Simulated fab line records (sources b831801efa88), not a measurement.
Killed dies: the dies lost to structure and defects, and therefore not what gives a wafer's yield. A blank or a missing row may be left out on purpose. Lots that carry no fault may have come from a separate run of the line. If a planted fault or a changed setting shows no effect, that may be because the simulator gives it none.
The tool behind it: which one?    flow sky130    Sampling: 12 lots, 36 wafers, 4 of 708 route steps

## WHAT EACH GAUGE READ, for each wafer
SKY_GATE_OXIDE_OVL_MEAS_10. Usual: GATE_OXIDE_OVL gives 0.9 nm (standard deviation 1.6).
lot   measured      on          GATE_OXIDE_OVL (nm)  flag
L464  day 13 18:56  overlay-02  -0.2 -0.3 0.8        
L465  day 14 01:50  overlay-02  2.4 2.0 1.4          
L466  day 14 13:13  overlay-02  1.9 2.2 2.6          
L467  day 15 02:29  overlay-02  3.0 1.5 1.3          
L468  day 15 12:24  overlay-02  2.0 3.7 3.3          
L472  day 16 15:17  overlay-02  4.5 1.1 1.3          
L476  day 18 18:10  overlay-01  1.0 2.2 1.8          
L478  day 20 06:50  overlay-01  2.0 2.5 0.2          
L479  day 20 06:10  overlay-02  1.2 1.1 1.5          
L485  day 21 08:59  overlay-01  1.5 -0.1 1.0         
L486  day 21 23:37  overlay-02  0.5 -0.8 -1.4        
L487  day 21 23:48  overlay-01  2.2 2.6 1.4          

## EACH LOT AND THE TOOL THAT RAN IT (in order: tool; ch and the chambers of the sampled wafers; start)
lot   SKY_FIELD_ISO_CMP_27          SKY_NWELL_CLEAN_27               SKY_VT_ADJUST_LVTN_STRIP_20
L464  cmp-02 ch 2,3, day 2 07:48    wet-bench-01 ch 3, day 5 05:20   plasma-asher-02 ch 1, day 7 14:47
L465  cmp-01 ch 0,2,3, day 2 13:03  wet-bench-01 ch 3, day 5 09:52   plasma-asher-02 ch 0,1, day 7 19:26
L466  cmp-02 ch 2,3, day 2 18:11    wet-bench-03 ch 2, day 5 16:49   plasma-asher-02 ch 0,1, day 8 04:35
L467  cmp-02 ch 0,1,3, day 2 23:55  wet-bench-01 ch 2, day 6 00:19   plasma-asher-03 ch 0,1, day 8 13:28
L468  cmp-02 ch 0,2,3, day 3 06:42  wet-bench-02 ch 0, day 6 09:52   plasma-asher-02 ch 0,1, day 8 23:35
L472  cmp-02 ch 0,1, day 4 03:05    wet-bench-01 ch 3, day 7 07:28   plasma-asher-02 ch 0,1, day 9 23:14
L476  cmp-02 ch 2,3, day 5 07:13    wet-bench-02 ch 2, day 8 19:05   plasma-asher-02 ch 0,1, day 11 15:50
L478  cmp-01 ch 1,3, day 5 12:49    wet-bench-02 ch 3, day 9 00:31   plasma-asher-02 ch 0,1, day 11 21:47
L479  cmp-01 ch 0,1, day 5 16:37    wet-bench-02 ch 3, day 9 04:37   plasma-asher-01 ch 0,1, day 12 02:23
L485  cmp-01 ch 0,1, day 6 23:34    wet-bench-02 ch 0, day 10 16:58  plasma-asher-03 ch 0,1, day 13 20:04
L486  cmp-01 ch 0,2,3, day 7 07:32  wet-bench-03 ch 3, day 11 02:25  plasma-asher-02 ch 0,1, day 14 06:43
L487  cmp-01 ch 0,3, day 7 08:08    wet-bench-02 ch 2, day 11 02:28  plasma-asher-01 ch 0, day 14 07:22
- SKY_FIELD_ISO_CMP_27: polishes, stops on Si3N4, t overpolish 16 s, target thk 457.8 nm.
- SKY_NWELL_CLEAN_27: cleans in SC1/SC2, time 150 s.
- SKY_VT_ADJUST_LVTN_STRIP_20: strips in O2/N2.

## AS READ BY THE TOOLS THEMSELVES (means over the sampled wafers that have a number; for cases with no such wafer, the mark the record gives instead)
SKY_FIELD_ISO_CMP_27. Usual: head-pressure-psi 4.000 psi, standard deviation 0.0084; motor-current-A 11.0 A, standard deviation 1; overpolish-run-s 15.999 s, standard deviation 0.0091; slurry-flow-ml-min 150.0, standard deviation 0.48; time-to-endpoint-s 113 s, standard deviation 4.7.
lot   tool    head-pressure-psi (psi)  motor-current-A (A)  overpolish-run-s (s)  slurry-flow-ml-min  time-to-endpoint-s (s)  flag
L464  cmp-02  3.999                    10.8                 16.002                150.8               121                     
L465  cmp-01  3.997                    10.2                 15.998                149.6               111                     
L466  cmp-02  4.002                    10.9                 16.002                149.9               119                     
L467  cmp-02  3.989                    11.2                 15.995                149.7               117                     
L468  cmp-02  4.004                    11.1                 15.995                150.4               120                     
L472  cmp-02  4.003                    11.9                 16.001                149.8               114                     
L476  cmp-02  4.002                    11.5                 16.002                149.5               120                     
L478  cmp-01  4.001                    11.4                 16.006                150.1               111                     
L479  cmp-01  3.997                    11.2                 16.005                150.3               110                     
L485  cmp-01  3.992                    11.5                 16.003                150.2               111                     
L486  cmp-01  4.011                    10.2                 16.008                150.1               110                     
L487  cmp-01  4.006                    10.6                 15.999                150.1               110                     

SKY_NWELL_CLEAN_27. Usual: bath-guard-temp-C 69.9 C, standard deviation 0.44; bath-heat-duty-pct 13.3 %, standard deviation 1.
lot   tool          bath-guard-temp-C (C)  bath-heat-duty-pct (%)  flag
L464  wet-bench-01  69.4                   12.8                    
L465  wet-bench-01  69.4                   12.1                    
L466  wet-bench-03  70.3                   12.6                    
L467  wet-bench-01  70.3                   13.0                    
L468  wet-bench-02  69.8                   14.3                    
L472  wet-bench-01  69.3                   12.1                    
L476  wet-bench-02  -                      -                       OFF
L478  wet-bench-02  -                      -                       OFF
L479  wet-bench-02  70.6                   13.4                    
L485  wet-bench-02  69.8                   13.6                    
L486  wet-bench-03  69.6                   14.0                    
L487  wet-bench-02  69.5                   13.5                    

SKY_VT_ADJUST_LVTN_STRIP_20. Usual: chamber-pressure-mTorr 1499.8 mTorr, standard deviation 1.4; drypump-motor-current-A 5.6 A, standard deviation 0.46; oes-product-au 0.716 a.u., standard deviation 0.0045; strip-time-to-endpoint-s 14.26 s, standard deviation 0.031.
lot   tool             chamber-pressure-mTorr (mTorr)  drypump-motor-current-A (A)  oes-product-au (a.u.)  strip-time-to-endpoint-s (s)  flag
L464  plasma-asher-02  1499.2                          5.2                          0.716                  14.26                         
L465  plasma-asher-02  1499.2                          5.1                          0.718                  14.30                         
L466  plasma-asher-02  1500.4                          5.2                          0.717                  14.25                         
L467  plasma-asher-03  1500.6                          6.2                          0.711                  14.27                         
L468  plasma-asher-02  1500.3                          5.2                          0.718                  14.24                         
L472  plasma-asher-02  1498.7                          5.2                          0.721                  14.24                         
L476  plasma-asher-02  1500.3                          5.2                          0.717                  14.29                         
L478  plasma-asher-02  1499.6                          5.1                          0.718                  14.22                         
L479  plasma-asher-01  1499.3                          5.9                          0.716                  14.24                         
L485  plasma-asher-03  1499.3                          6.2                          0.716                  14.26                         
L486  plasma-asher-02  1500.4                          5.2                          0.715                  14.23                         
L487  plasma-asher-01  1500.1                          5.4                          0.717                  14.28                         

## THE ANSWER, worked out from the rows above alone
Rule: a lot counts as off when the mean over its wafers that have a number is more than 3 standard deviations away from the usual mean. A lot without any number at a reading at which 4 lots or more have one is off too. Any other lot the step has rows for is counted as sound. After the gauges, taken in route order, come the tools' own readings; for these a lot's mean is taken, as printed above. At the first step where some lot is off, the reading lying furthest off is the one used; lots without a number count as furthest.
Off, at SKY_NWELL_CLEAN_27 on bath-guard-temp-C: L476, L478. Without a number there: L476, L478.
A tool fits if, at that step or a process step before it, it ran every lot that is off, and no sound lot after the first of them. Of those tried, none fits.

## WHAT WAS PUT IN BY THE SIMULATOR
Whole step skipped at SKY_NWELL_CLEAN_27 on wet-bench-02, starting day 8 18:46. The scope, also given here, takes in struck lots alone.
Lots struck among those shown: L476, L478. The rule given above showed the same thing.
